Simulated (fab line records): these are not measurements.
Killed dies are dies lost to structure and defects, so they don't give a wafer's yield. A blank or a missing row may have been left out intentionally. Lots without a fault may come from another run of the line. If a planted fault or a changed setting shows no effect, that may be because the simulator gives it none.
Commonality check across tools -- flow sky130 -- 12 lots, 36 wafers sampled

## WHY IT WAS OPENED
Of 12 lots, 2 have the reading LDD_P_TW flagged at SKY_LDD_P_TW_MEAS_11. Fault-free wafers read 639, with a standard deviation of 6.
Rule: a lot is flagged in two cases, either no wafer of it has a number, or all its wafers with numbers fall more than 4 standard deviations from that mean. The other lots count as sound.

lot,measured,on,"LDD_P_TW, wafer by wafer",flag
L155,day 18 22:26,film metro-02,635 636 637,
L156,day 19 08:18,film metro-02,636 635 633,
L157,day 19 18:50,film metro-03,643 640 638,
L160,day 21 05:08,film metro-04,640 643 642,
L164,day 22 15:02,film metro-04,644 642 642,
L163,day 22 16:15,film metro-04,639 637 641,
L168,day 24 06:17,film metro-02,628 631 630,
L170,day 24 19:47,film metro-02,544 544 546,FLAGGED
L171,day 25 02:47,film metro-03,641 643 642,
L172,day 25 05:56,film metro-04,558 560 562,FLAGGED
L176,day 27 00:17,film metro-03,647 646 651,
L177,day 27 16:59,film metro-03,649 650 651,
On average the flagged lots' numbers are 552, which is -87 against the usual, or -14 standard deviations.

## LOT BY LOT: THE TOOL USED
The record keeps 1 process step preceding the reading, out of 708 steps on the route. Every cell lists first the tool, next ch and the chambers used by the sampled wafers, and last the start.
lot,flag,SKY_LDD_P_IMPLANT_09
L155,,"implanter-01 ch 0, day 18 22:11"
L156,,"implanter-02 ch 0, day 19 08:04"
L157,,"implanter-01 ch 0, day 19 18:36"
L160,,"implanter-04 ch 0, day 21 04:53"
L164,,"implanter-02 ch 0, day 22 14:47"
L163,,"implanter-04 ch 0, day 22 16:01"
L168,,"implanter-01 ch 0, day 24 06:02"
L170,FLAGGED,"implanter-02 ch 0, day 24 19:33"
L171,,"implanter-01 ch 0, day 25 02:32"
L172,FLAGGED,"implanter-02 ch 0, day 25 05:41"
L176,,"implanter-04 ch 0, day 27 00:02"
L177,,"implanter-01 ch 0, day 27 16:44"
What the steps here do:
- SKY_LDD_P_IMPLANT_09
- SKY_LDD_P_TW_MEAS_11

## FLAGGED AGAINST TOTAL, ONE TOOL AT A TIME (gauges that did the reading follow at the end)
step,tool,lots run,flagged,share of the flagged lots,sound lots run after its first flagged lot
SKY_LDD_P_IMPLANT_09,implanter-01,5,0,none,-
SKY_LDD_P_IMPLANT_09,implanter-02,4,2,all,0
SKY_LDD_P_IMPLANT_09,implanter-04,3,0,none,-
SKY_LDD_P_TW_MEAS_11,film metro-02,4,1,some,0
SKY_LDD_P_TW_MEAS_11,film metro-03,4,0,none,-
SKY_LDD_P_TW_MEAS_11,film metro-04,4,1,some,0

## WHAT IS ALLOWED BY THE TABLE
1 row of the table ran every flagged lot: implanter-02 at SKY_LDD_P_IMPLANT_09.
- implanter-02 at SKY_LDD_P_IMPLANT_09: 2 of its 4 lots flagged. A fault beginning between L164 (day 22 14:47), its last sound lot, and L170 (day 24 19:33), its first flagged one, fits the data. Its own readings lie more than 4 standard deviations out on every wafer of the flagged lots: dose ions cm2, faraday current uA.
Left over: one tool, implanter-02 at SKY_LDD_P_IMPLANT_09.

## WHAT THE SIMULATOR HAD INSERTED
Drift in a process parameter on implanter-02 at SKY_LDD_P_IMPLANT_09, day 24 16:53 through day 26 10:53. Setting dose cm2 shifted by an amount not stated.
Lots struck among those shown: L170, L172. The rule above reached the same finding.
